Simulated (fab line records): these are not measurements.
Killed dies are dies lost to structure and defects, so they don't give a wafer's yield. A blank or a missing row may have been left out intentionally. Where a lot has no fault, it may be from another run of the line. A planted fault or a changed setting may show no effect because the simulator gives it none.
Which tool was responsible? ; flow sky130 ; 42 wafers from 14 lots sampled at 2 of the route's 708 steps

WHAT THE GAUGES SHOWED, per wafer
SKY_VIA2_OVL_MEAS_13.
lot;measured;on;VIA2_OVL (nm)
L563;day 36 02:55;overlay-02;7 10 8
L564;day 36 15:07;overlay-01;6 11 0
L567;day 37 17:58;overlay-01;10 7 12
L570;day 38 14:25;overlay-01;-8 -1 -9
L571;day 38 18:37;overlay-01;-7 5 1
L572;day 39 03:42;overlay-01;9 6 9
L574;day 40 00:34;overlay-02;5 13 7
L575;day 40 06:46;overlay-02;5 -5 -1
L576;day 40 09:54;overlay-01;-1 2 2
L580;day 42 09:38;overlay-02;2 6 5
L583;day 42 12:02;overlay-01;7 7 10
L584;day 42 18:13;overlay-01;7 2 3
L585;day 42 22:25;overlay-01;5 6 8
L586;day 43 08:22;overlay-01;-5 4 -7

SKY_VIA2_THK_MEAS_23: measures by xrf.
lot;measured;on;VIA2_W_THK (nm)
L563;day 36 03:58;film-metro-01;400 396 404
L564;day 36 16:09;film-metro-01;394 396 397
L567;day 37 19:03;film-metro-03;423 416 404
L570;day 38 15:31;film-metro-01;401 412 402
L571;day 38 19:41;film-metro-03;419 408 412
L572;day 39 04:47;film-metro-01;410 405 407
L574;day 40 01:41;film-metro-01;404 396 403
L575;day 40 07:53;film-metro-01;405 400 418
L576;day 40 10:58;film-metro-03;414 408 409
L580;day 42 10:41;film-metro-01;413 400 416
L583;day 42 13:05;film-metro-04;408 424 420
L584;day 42 19:16;film-metro-04;422 427 418
L585;day 42 23:28;film-metro-03;410 423 409
L586;day 43 09:30;film-metro-01;407 429 411

WHICH TOOL RAN EACH LOT (tool, then ch and the chambers of the sampled wafers, then the start)
The record shows no process step preceding these readings.

AS READ BY THE TOOLS THEMSELVES (means over the sampled wafers that have a number; for cases with no such wafer, the mark the record gives instead)
The record holds no such reading with a usual standard deviation.

THE ANSWER, worked out from the rows above alone
Rule: what is usual is taken from the lots themselves. The widest of any qualifying gaps counts: lots, ordered by their means at a reading, are off when they make up no more than a third of the lots, leave a main group of 4 or more, and stand apart from it by 3 or more times the standard deviation of that group's means. The tables above print the reading to a certain number of digits; a main group whose means all agree to those digits is not used. A lot without any number at a reading at which 4 lots or more have one is off too. The other lots that the step has rows for count as sound. First the gauges in route order, then the tools' own readings, where a lot's mean is used as printed above. The first step at which some lot is off is used, and at that step the reading that is off furthest; a lot without a number counts as furthest.
Nothing can be told from this: no lot is off at any reading shown.

WHAT THE SIMULATOR HAD PUT IN
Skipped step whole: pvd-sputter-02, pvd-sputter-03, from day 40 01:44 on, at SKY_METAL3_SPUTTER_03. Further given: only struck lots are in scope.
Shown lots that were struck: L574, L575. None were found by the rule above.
